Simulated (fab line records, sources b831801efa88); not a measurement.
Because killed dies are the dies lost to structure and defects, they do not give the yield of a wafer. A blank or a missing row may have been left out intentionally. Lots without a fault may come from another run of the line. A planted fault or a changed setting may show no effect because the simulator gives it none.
Which tool is to blame? -- flow gf180mcu -- 11 lots, 33 wafers sampled, at 3 steps of a route of 602

WHAT THE GAUGES READ, wafer by wafer
GF_M2_CD_MEAS_14 targets a cd of 280 nm.
lot,measured,on,cd nm (nm)
L277,day 19 09:37,cd sem-02,280.7 280.7 279.9
L278,day 19 18:10,cd sem-01,279.2 280.5 280.0
L282,day 21 04:31,cd sem-01,278.6 277.5 278.7
L284,day 21 23:14,cd sem-01,279.8 277.2 279.4
L287,day 22 22:46,cd sem-02,279.5 280.5 279.1
L290,day 24 02:35,cd sem-02,281.6 280.6 280.4
L291,day 24 11:56,cd sem-02,278.5 278.3 279.5
L295,day 25 23:13,cd sem-01,280.2 280.3 280.2
L296,day 26 02:20,cd sem-01,280.6 280.0 280.8
L298,day 26 20:47,cd sem-02,280.3 281.2 280.4
L300,day 27 07:21,cd sem-01,279.0 278.8 279.3

GF_V2_THK_MEAS_03.
lot,measured,on,V2_CVD_02_THK (nm)
L277,day 19 10:40,film metro-01,848 845 868
L278,day 19 19:11,film metro-04,832 851 846
L282,day 21 05:34,film metro-04,850 845 850
L284,day 22 00:14,film metro-04,841 849 851
L287,day 22 23:47,film metro-03,847 852 852
L290,day 24 03:44,film metro-01,841 837 847
L291,day 24 12:58,film metro-03,830 837 854
L295,day 26 00:16,film metro-03,839 850 861
L296,day 26 03:22,film metro-01,855 865 871
L298,day 26 21:49,film metro-01,855 844 867
L300,day 27 08:22,film metro-01,850 861 852

WHAT TOOL EACH LOT RAN ON (gives the tool, then ch and the chambers of the sampled wafers, and finally the start)
lot,GF_M2_SPUTTER_04
L277,"pvd sputter-03, day 18 09:57"
L278,"pvd sputter-03, day 18 17:26"
L282,"pvd sputter-01, day 20 04:38"
L284,"pvd sputter-02, day 20 23:51"
L287,"pvd sputter-02, day 22 00:05"
L290,"pvd sputter-01, day 23 04:12"
L291,"pvd sputter-01, day 23 13:04"
L295,"pvd sputter-02, day 24 15:49"
L296,"pvd sputter-02, day 25 03:40"
L298,"pvd sputter-03, day 26 01:54"
L300,"pvd sputter-01, day 26 10:55"
- GF_M2_SPUTTER_04: material TiN, target thk 50 nm, time 41.7 s.

AS READ BY THE TOOLS THEMSELVES (means over the sampled wafers that have a number; for cases with no such wafer, the mark the record gives instead)
GF_M2_SPUTTER_04.
lot,tool,throttle valve pct (%)
L277,pvd sputter-03,29.8
L278,pvd sputter-03,30.2
L282,pvd sputter-01,30.7
L284,pvd sputter-02,29.8
L287,pvd sputter-02,29.8
L290,pvd sputter-01,30.7
L291,pvd sputter-01,30.4
L295,pvd sputter-02,30.5
L296,pvd sputter-02,29.8
L298,pvd sputter-03,30.4
L300,pvd sputter-01,30.6

THE ANSWER, worked out from the rows above alone
Rule: the usual values come from the lots themselves. Put in order of their means at a reading, lots are off if they are a third of the lots or fewer, leave a main group of 4 or more, and stand apart from it by a gap of 3 or more times the standard deviation of the main group's means; of several such gaps the widest counts. The tables above print the reading to a certain number of digits; a main group whose means all agree to those digits is not used. A lot without any number at a reading at which 4 lots or more have one is off too. The other lots that the step has rows for count as sound. The gauges are gone through in route order, then the tools' own readings, and for those a lot's mean is taken as printed above. At the first step where some lot is off, the reading lying furthest off is the one used; lots without a number count as furthest.
Across all readings shown, no lot is off: no conclusion can be drawn from this.

WHAT THE SIMULATOR HAD INSERTED
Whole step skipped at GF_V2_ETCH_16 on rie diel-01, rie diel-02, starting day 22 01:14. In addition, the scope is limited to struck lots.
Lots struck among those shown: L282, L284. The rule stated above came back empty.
